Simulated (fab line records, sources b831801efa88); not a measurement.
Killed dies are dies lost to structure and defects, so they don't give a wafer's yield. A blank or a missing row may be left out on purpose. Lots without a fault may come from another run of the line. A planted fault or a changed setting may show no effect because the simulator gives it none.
A struck lot beside a sound one | flow gf180mcu | 14 steps out of a route of 602
Sound: wafers L242.2, L242.3, L242.5. Struck: wafers L250.1, L250.2, L250.3. The cause comes at the end.
At each step with rows: each side's tool, then ch and its chambers, then its first start. Under that, the readings that differ: sound wafers | struck wafers | difference of the means | sigmas: that difference in standard deviations of wafers without a fault.
alike: readings whose means differ by less than 2 such deviations, and words and numbers that are the same on both sides. not compared: withheld readings, readings that some wafer has no value for, bounds like >300 that may hide the same value, and numbers for which the record gives no deviation and whose values overlap.
The two part at a step that has a row with sigmas, a row that says differs or no value, or rows on one side only. Numbers that don't overlap but have no deviation are shown without sigmas and don't part them. A reading that every wafer of one side lacks parts them only if that side has two wafers or more.

GF_DUAL_GATE_OVL_MEAS_11:
  sound on overlay-01, day 9 10:16; struck on overlay-02, day 11 18:47
  alike: DUAL_GATE_OVL
then, 1 step without rows for these wafers: GF_DUAL_GATE_WET_ETCH_12 (etches SiO2 in dHF, target depth 13 nm, time 260 s).
GF_DUAL_GATE_STRIP_13: strips in O2/N2.
  sound on plasma_asher-02 ch 0,1, day 9 10:22; struck on plasma_asher-02 ch 0,1, day 11 18:55
  alike: drypump_motor_current_A, heater_power_w, oes_product_au, strip_time_to_endpoint_s
  not compared: rf_hours_counter_h
then, 3 steps without rows for these wafers: GF_DUAL_GATE_CLEAN_14 (cleans in SC1/SC2, time 150 s); GF_DUAL_GATE_OXIDATION_15 (stabilise 600 s, purge 300 s, target thk 7.098 nm); GF_POLY_GATE_CVD_00 (deposits poly-Si, target thk 200 nm, time 1200 s).
GF_POLY_GATE_THK_MEAS_01:
  sound on film_metro-04, day 9 15:08; struck on film_metro-02, day 11 22:37
  alike: POLY_GATE_CVD_00_THK
then, 5 steps without rows for these wafers: GF_POLY_GATE_DEHYDRATE_02 (time 60 s); GF_POLY_GATE_HMDS_03 (prime time 60 s); GF_POLY_GATE_COAT_04; GF_POLY_GATE_COAT_05 (resist thk 700 nm); GF_POLY_GATE_SOFTBAKE_06 (time 60 s).
GF_POLY_GATE_EXPOSE_07: exposes mask Poly2, target cd 280 nm.
  sound on krf_scanner-01 ch 0, day 10 00:23; struck on krf_scanner-02, day 12 08:29
  no value came back on the struck wafers for exposure_dose_mJ_cm2, focus_offset_nm (nm); on the sound wafers exposure_dose_mJ_cm2 reads 27.963 27.941 27.964
  alike: mask
then, 1 step without rows for these wafers: GF_POLY_GATE_PEB_08 (peb time 90 s).

WHERE THEY PART
Only at GF_POLY_GATE_EXPOSE_07, within this record.

WHY: what the simulator had put in
Skipped step whole: krf_scanner-02, from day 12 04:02 on, at GF_POLY_GATE_EXPOSE_07. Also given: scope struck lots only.
